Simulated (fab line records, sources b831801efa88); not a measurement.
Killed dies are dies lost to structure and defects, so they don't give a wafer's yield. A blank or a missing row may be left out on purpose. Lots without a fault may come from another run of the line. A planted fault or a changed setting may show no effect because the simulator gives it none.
Tool commonality check | flow gf180mcu | 11 lots, 33 wafers sampled

WHY IT WAS OPENED
At GF_NSD_TW_MEAS_12 the reading NSD_TW is flagged on 3 of 11 lots. Wafers without a fault read 4243, standard deviation 37.
Rule: a lot is flagged when every wafer of it that has a number lies more than 4 standard deviations from that mean, or none has a number. The other lots count as sound.

lot  | measured     | on            | NSD_TW, wafer by wafer | flag
L407 | day 14 04:58 | film_metro-03 | 4315 4293 4317         |
L410 | day 15 12:56 | film_metro-03 | 4291 4328 4289         |
L413 | day 16 13:59 | film_metro-01 | 4503 4473 4494         | FLAGGED
L414 | day 16 16:01 | film_metro-01 | 4490 4510 4517         | FLAGGED
L415 | day 17 00:55 | film_metro-01 | 4500 4488 4482         | FLAGGED
L417 | day 17 22:46 | film_metro-03 | 4302 4284 4290         |
L419 | day 18 16:08 | film_metro-01 | 4251 4259 4251         |
L424 | day 19 20:43 | film_metro-03 | 4273 4265 4271         |
L425 | day 20 06:37 | film_metro-01 | 4193 4216 4208         |
L426 | day 20 18:19 | film_metro-01 | 4205 4228 4208         |
L427 | day 21 09:25 | film_metro-01 | 4216 4224 4230         |
The numbers of the flagged lots are 4495 on average: +252 against the usual, or +7 standard deviations.

WHICH TOOL RAN EACH LOT
The record holds 2 process steps before the reading, out of a route of 602 steps. In each cell: the tool, then ch and the chambers that the sampled wafers went through, then the start.
lot  | flag    | GF_NSD_IMPLANT_09               | GF_NSD_STRIP_11
L407 |         | implanter-01 ch 0, day 14 04:34 | plasma_asher-03 ch 0,1, day 14 04:52
L410 |         | implanter-01 ch 0, day 15 12:35 | plasma_asher-02 ch 0,1, day 15 12:50
L413 | FLAGGED | implanter-01 ch 0, day 16 13:38 | plasma_asher-03 ch 0,1, day 16 13:53
L414 | FLAGGED | implanter-01 ch 0, day 16 15:37 | plasma_asher-03 ch 0,1, day 16 15:55
L415 | FLAGGED | implanter-01 ch 0, day 17 00:31 | plasma_asher-03 ch 0,1, day 17 00:49
L417 |         | implanter-02 ch 0, day 17 22:22 | plasma_asher-02 ch 0,1, day 17 22:40
L419 |         | implanter-02 ch 0, day 18 15:46 | plasma_asher-02 ch 0,1, day 18 16:03
L424 |         | implanter-04 ch 0, day 19 20:20 | plasma_asher-02 ch 0,1, day 19 20:37
L425 |         | implanter-02 ch 0, day 20 06:13 | plasma_asher-03 ch 0,1, day 20 06:31
L426 |         | implanter-04 ch 0, day 20 17:55 | plasma_asher-03 ch 0,1, day 20 18:13
L427 |         | implanter-01 ch 0, day 21 09:02 | plasma_asher-02 ch 1, day 21 09:19
What these steps do:
- GF_NSD_IMPLANT_09
- GF_NSD_STRIP_11: strips in O2/N2.
- GF_NSD_TW_MEAS_12

FLAGGED OVER TOTAL, TOOL BY TOOL (the gauges that took the reading come last)
step              | tool            | lots run | flagged | share of the flagged lots | sound lots run after its first flagged lot
GF_NSD_IMPLANT_09 | implanter-01    | 6        | 3       | all                       | 1 (L427)
GF_NSD_IMPLANT_09 | implanter-02    | 3        | 0       | none                      | -
GF_NSD_IMPLANT_09 | implanter-04    | 2        | 0       | none                      | -
GF_NSD_STRIP_11   | plasma_asher-02 | 5        | 0       | none                      | -
GF_NSD_STRIP_11   | plasma_asher-03 | 6        | 3       | all                       | 2 (L425,L426)
GF_NSD_TW_MEAS_12 | film_metro-01   | 7        | 3       | all                       | 4 (L419,L425,L426,L427)
GF_NSD_TW_MEAS_12 | film_metro-03   | 4        | 0       | none                      | -

WHAT THE TABLE ALLOWS
3 rows of the table ran every flagged lot: implanter-01 at GF_NSD_IMPLANT_09, plasma_asher-03 at GF_NSD_STRIP_11, film_metro-01 at GF_NSD_TW_MEAS_12.
- implanter-01 at GF_NSD_IMPLANT_09: 3 of its 6 lots flagged. Sound lots ran on it after the first flagged one (L427), which a lasting fault on the whole tool wouldn't allow. Its own readings lie more than 4 standard deviations out on every wafer of the flagged lots: beam_energy_keV.
- plasma_asher-03 at GF_NSD_STRIP_11: 3 of its 6 lots flagged. Sound lots ran on it after the first flagged one (L425, L426), which a lasting fault on the whole tool wouldn't allow. Its own readings lie more than 4 standard deviations out on every wafer of the flagged lots: oes_product_au, strip_time_to_endpoint_s.
- film_metro-01 at GF_NSD_TW_MEAS_12: 3 of its 7 lots flagged. Sound lots ran on it after the first flagged one (L419, L425, L426, L427), which a lasting fault on the whole tool wouldn't allow.
No row of the table ran every flagged lot and no sound lot after the first.

WHAT THE SIMULATOR HAD PUT IN
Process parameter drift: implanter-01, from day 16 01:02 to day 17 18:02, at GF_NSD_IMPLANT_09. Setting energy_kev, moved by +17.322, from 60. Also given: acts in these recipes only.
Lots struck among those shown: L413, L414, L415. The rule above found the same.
